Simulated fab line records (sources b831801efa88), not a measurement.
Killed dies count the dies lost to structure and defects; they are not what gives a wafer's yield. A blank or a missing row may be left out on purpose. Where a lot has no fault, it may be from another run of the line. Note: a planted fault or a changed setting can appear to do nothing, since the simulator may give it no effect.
Problem report, 8D (eight disciplines) form, completed by code + flow gf180mcu + the parts of the form that need people (team, actions taken, sign-off) are left out

1. THE ISSUE
Wafers without a fault read 36.89 s, standard deviation 0.12; strip time to endpoint s at GF_MVPSD_STRIP_10 reads a mean of 14.88 s on 9 wafers belonging to 3 lots. That is -99 or more standard deviations from the usual mean.
The step: strips in O2/N2.
Earliest sighting: wafer L135.1 on plasma asher-02 at day 7 04:02. Wafers with a number at this step in the record: 45, from 15 lots. By rule, "out" or "out of limits" means more than 4 standard deviations away from the usual mean. Any other wafer with a number is counted as sound.

2. WHAT THIS IS AND IS NOT
| question                    | is                               | is not                                                                                       |
|-----------------------------|----------------------------------|----------------------------------------------------------------------------------------------|
| which readings at this step | strip time to endpoint s         | platen temp c                                                                                |
| which lots                  | L135, L136, L138                 | L128, L129, L130, L131, L132, L133, L134, L145, L146, L147, L149, L150                       |
| which wafers of those lots  | all that have a number           | -                                                                                            |
| read on which tools         | plasma asher-02, plasma asher-03 | plasma asher-01                                                                              |
| when                        | from day 7 04:02                 | up to then (21 sound wafers); but 15 sound wafers of L145, L146, L147, L149, L150 came after |

3. SUSPECTS, AND WHAT RULES EACH OUT
Counting: any tool at a process step up to the reading is kept as a suspect provided that every lot that is out went through it and no sound lot did after the first of them.
- litho track-02 at GF_MVPSD_COAT_02 (resist thk 3000 nm): ruled out as a lasting fault. After its first lot that is out, L135 (day 6 19:43), sound lots L147, L149, L150 ran on it.
Left after counting: nothing in the record.

4. THE CAUSE (what the simulator had put in)
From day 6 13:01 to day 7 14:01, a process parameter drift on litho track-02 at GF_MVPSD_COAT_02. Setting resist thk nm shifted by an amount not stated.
Counting ruled it out, wrongly: the rule takes a fault to strike every lot that its tool runs from its start on, and this one did not.

5. THE CHAIN OF EFFECTS, in route order
Rows list readings where the struck wafers' mean (over those with a number) sits beyond 3 standard deviations from the usual. Scope: only readings with a usual standard deviation given in the record; hours: median across lots of the time from each lot's start at the first step in this table that gives one to its start at this step; sigmas: change in usual standard deviations.
| hours | step              | reading                  | usual   | on struck wafers | change | sigmas      |
|-------|-------------------|--------------------------|---------|------------------|--------|-------------|
| 0     | GF_MVPSD_STRIP_10 | strip time to endpoint s | 36.89 s | 14.88            | -22.01 | -99 or more |
It contains these process steps:
- GF_MVPSD_STRIP_10: strips in O2/N2.
Later measuring or inspecting steps at which every struck wafer that the step has a row for has a number for every such reading, and none has moved that far: GF_NSD_TW_MEAS_12, GF_M1_CD_MEAS_14.

6. HOW IT WOULD HAVE BEEN CAUGHT EARLIER
In this record no reading fell out of limits until day 7 04:02, 15 hours after the fault had begun at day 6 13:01.
Of the tool readings at GF_MVPSD_COAT_02 for which the record gives a usual standard deviation, none was out on any struck wafer, so an alarm limit of 4 standard deviations on them would not have fired.
